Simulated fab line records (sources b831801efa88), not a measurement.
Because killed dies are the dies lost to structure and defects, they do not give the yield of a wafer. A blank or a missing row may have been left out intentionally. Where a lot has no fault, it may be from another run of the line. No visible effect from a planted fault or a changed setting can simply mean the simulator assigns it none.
2 desks, one fault | flow gf180mcu | every desk sees just its own numbers, and what lay behind them comes last

FOR THE TOOL OWNER'S DESK: hdpcvd-01
The tool's own readings at GF_STI_CVD_23 (deposits SiO2, target thk 650 nm, time 108.3 s): means of the sampled wafers that have a number, for each lot that ran on this tool. Marked OUT: a lot whose mean sits more than 4 standard deviations from the usual mean, which makes it out of limits; the brackets give that distance.
Columns: A = sih4-flow-sccm at GF_STI_CVD_23, usual 60.00 sccm
lot  | first seen here | A
L298 | day 2 09:05     | 60.03
L299 | day 2 12:53     | 59.99
L304 | day 3 14:48     | 59.93
L306 | day 4 03:34     | 60.02
L315 | day 6 00:47     | 47.85 (-81) OUT
L317 | day 6 09:23     | 47.92 (-81) OUT
Finding of this desk: L315, L317 out of limits; the first was L315 at day 6 00:47, on sih4-flow-sccm at GF_STI_CVD_23. L298, L299, L304, L306: within limits.

METROLOGY DESK
What the gauges read, lot by lot, whatever tool the lot ran on: means of the sampled wafers that have a number. Marked OUT: a lot whose mean sits more than 4 standard deviations from the usual mean, which makes it out of limits; the brackets give that distance.
Columns: A = STI_CVD_23_THK at GF_STI_THK_MEAS_24, usual 653 nm; B = V3_OVL at GF_V3_OVL_MEAS_15, usual 1 nm
lot  | first seen here | A             | B
L298 | day 2 09:10     | 654           | -8
L299 | day 2 12:58     | 647           | 1
L301 | day 2 23:48     | 644           | -3
L302 | day 3 05:07     | 658           | 2
L303 | day 3 10:52     | 653           | 9
L304 | day 3 14:54     | 653           | -3
L305 | day 3 20:20     | 654           | 1
L306 | day 4 03:40     | 656           | 9
L307 | day 4 08:25     | 651           | -1
L315 | day 6 00:52     | 527 (-14) OUT | -5
L317 | day 6 09:27     | 526 (-14) OUT | 3
L320 | day 7 02:50     | 648           | 6
Finding of this desk: L315, L317 out of limits, first seen on L315 at day 6 00:52 (STI_CVD_23_THK at GF_STI_THK_MEAS_24). L298, L299, L301, L302, L303, L304, L305, L306, L307, L320: within limits.

BROUGHT TOGETHER
The tool owner's desk could have raised an alarm at day 6 00:47, on L315, L317.
Metrology desk: alarm possible at day 6 00:52 on L315, L317.
GF_STI_CVD_23 was run on hdpcvd-01 by each of the lots named.

WHAT THE SIMULATOR HAD PUT IN
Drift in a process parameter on hdpcvd-01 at GF_STI_CVD_23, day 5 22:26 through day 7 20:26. Setting sih4-flow-sccm, moved by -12, from 60. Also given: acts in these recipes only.
Lots struck among those shown: L315, L317.
Hours from the fault's start to each desk's first reading out of limits: the tool owner's desk, 2; the metrology desk, 2.
